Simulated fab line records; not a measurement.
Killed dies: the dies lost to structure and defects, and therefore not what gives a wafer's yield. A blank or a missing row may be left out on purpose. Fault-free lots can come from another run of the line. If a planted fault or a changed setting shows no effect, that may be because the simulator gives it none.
Which of the tools did it? ; flow gf180mcu ; 42 wafers from 14 lots sampled at 2 of the route's 602 steps

== WHAT THE GAUGES READ, wafer by wafer ==
GF_POLY_GATE_THK_MEAS_17.
lot;measured;on;POLY_GATE_OXIDATION_THK (nm)
L145;day 9 13:23;film_metro-02;3.91 3.99 4.01
L146;day 9 21:50;film_metro-02;4.07 4.10 4.11
L147;day 10 00:17;film_metro-03;3.99 3.96 4.03
L148;day 10 10:14;film_metro-01;4.04 3.94 4.03
L149;day 10 14:23;film_metro-01;3.98 4.00 3.98
L150;day 10 22:31;film_metro-02;3.92 3.87 3.95
L151;day 11 01:36;film_metro-01;4.10 3.96 3.95
L153;day 11 19:02;film_metro-01;4.04 4.07 4.10
L154;day 12 00:39;film_metro-02;4.01 4.00 4.04
L155;day 12 03:53;film_metro-01;4.05 3.95 3.96
L158;day 13 04:20;film_metro-02;3.97 3.96 3.96
L160;day 13 15:55;film_metro-01;3.96 4.01 4.02
L163;day 14 14:09;film_metro-01;3.94 3.99 3.97
L165;day 15 04:36;film_metro-02;3.90 3.97 4.05

GF_POLY_GATE_CD_MEAS_18.
lot;measured;on;cd_nm (nm)
L145;day 9 13:28;cd_sem-02;279.9 278.4 281.5
L146;day 9 21:54;cd_sem-02;278.3 278.9 280.4
L147;day 10 00:20;cd_sem-02;282.2 284.1 282.7
L148;day 10 10:19;cd_sem-01;279.4 279.6 280.0
L149;day 10 14:28;cd_sem-01;279.6 277.6 279.0
L150;day 10 22:37;cd_sem-02;279.0 276.0 277.1
L151;day 11 01:42;cd_sem-01;281.4 281.0 281.8
L153;day 11 19:08;cd_sem-02;282.0 280.9 282.0
L154;day 12 00:43;cd_sem-02;281.1 283.7 281.2
L155;day 12 03:57;cd_sem-02;280.5 279.1 277.2
L158;day 13 04:24;cd_sem-01;282.5 282.6 280.9
L160;day 13 15:59;cd_sem-02;282.4 281.8 279.6
L163;day 14 14:16;cd_sem-02;277.3 280.6 277.1
L165;day 15 04:43;cd_sem-02;280.4 279.6 280.3

== WHICH TOOL RAN EACH LOT (tool, then ch and the chambers of the sampled wafers, then the start) ==
There is no process step in the record ahead of these readings.

== AS READ BY THE TOOLS THEMSELVES (means over the sampled wafers that have a number; for cases with no such wafer, the mark the record gives instead) ==
The record holds no such reading with a usual standard deviation.

== THE ANSWER, worked out from the rows above alone ==
Rule: the lots themselves supply what counts as usual. The widest of any qualifying gaps counts: lots, ordered by their means at a reading, are off when they make up no more than a third of the lots, leave a main group of 4 or more, and stand apart from it by 3 or more times the standard deviation of that group's means. Not used: any main group whose means are identical at the precision the tables above print for the reading. Also off: a lot with no number at a reading for which 4 or more lots have one. Where the step has rows for the other lots, those lots are counted as sound. After the gauges, taken in route order, come the tools' own readings; for these a lot's mean is taken, as printed above. The first step at which some lot is off is used, and at that step the reading that is off furthest; a lot without a number counts as furthest.
No lot is off on any of the readings shown, so nothing can be concluded from this.

== WHAT THE SIMULATOR HAD PUT IN ==
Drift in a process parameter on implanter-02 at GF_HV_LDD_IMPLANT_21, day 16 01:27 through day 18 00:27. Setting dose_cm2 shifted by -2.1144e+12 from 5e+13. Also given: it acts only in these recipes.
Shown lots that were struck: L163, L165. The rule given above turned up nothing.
